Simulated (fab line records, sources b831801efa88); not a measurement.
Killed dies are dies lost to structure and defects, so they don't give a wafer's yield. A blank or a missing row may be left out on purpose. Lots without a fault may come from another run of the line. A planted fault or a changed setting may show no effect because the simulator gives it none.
Chamber matching | flow gf180mcu | GF_V4_CMP_26 on cmp-02: 4 sister chambers
The step polishes, stops on SiO2, t overpolish 15 s, target thk 0 nm. 8 wafers are shown with their chamber, then 10 later ones without.

WAFERS WITH THEIR CHAMBER
wafer  | chamber | motor_current_A (A) | platen_rpm (rpm)
L349.5 | 1       | 12.0                | 60.02
L350.2 | 2       | 8.7                 | 60.08
L351.2 | 2       | 8.9                 | 60.08
L351.3 | 0       | 12.6                | 59.97
L352.3 | 0       | 12.2                | 60.01
L352.5 | 3       | 9.9                 | 60.00
L353.1 | 1       | 11.9                | 59.98
L353.3 | 3       | 9.4                 | 59.99

WAFERS WITHOUT THEIR CHAMBER
wafer  | motor_current_A (A) | platen_rpm (rpm)
L353.5 | 12.2                | 60.00
L355.3 | 12.4                | 60.00
L355.5 | 9.1                 | 60.03
L355.6 | 10.0                | 59.96
L356.1 | 9.7                 | 60.02
L356.4 | 8.7                 | 59.93
L356.6 | 11.8                | 59.95
L367.2 | 9.2                 | 60.02
L367.4 | 12.1                | 60.01
L367.5 | 9.1                 | 59.96

WHICH CHAMBER EACH WENT THROUGH
wafer  | from the rows above     | in truth
L353.5 | can't be placed: 0 or 1 | 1
L355.3 | can't be placed: 0 or 1 | 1
L355.5 | can't be placed: 2 or 3 | 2
L355.6 | 3                       | 3
L356.1 | 3                       | 3
L356.4 | 3                       | 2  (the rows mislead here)
L356.6 | can't be placed: 1 or 0 | 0
L367.2 | can't be placed: 3 or 2 | 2
L367.4 | can't be placed: 1 or 0 | 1
L367.5 | 3                       | 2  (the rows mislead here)
Placed correctly: 2 of 10. Can't be placed from these rows: 6 (the true chamber is among the candidates in 6). Placed wrongly: 2.
How it was worked out, from the rows above alone: a wafer's distance from a chamber is the root of the sum, over the readings, of the square of ((its reading less the chamber's mean) divided by the reading's scatter). The wafer belongs to the nearest chamber; if the next one is less than 2 further off, it can't be placed. A chamber's mean is the mean of its shown wafers. The scatter: the root of (the sum of the squares of (reading less its chamber's mean) over the shown wafers, divided by (wafers less chambers)).
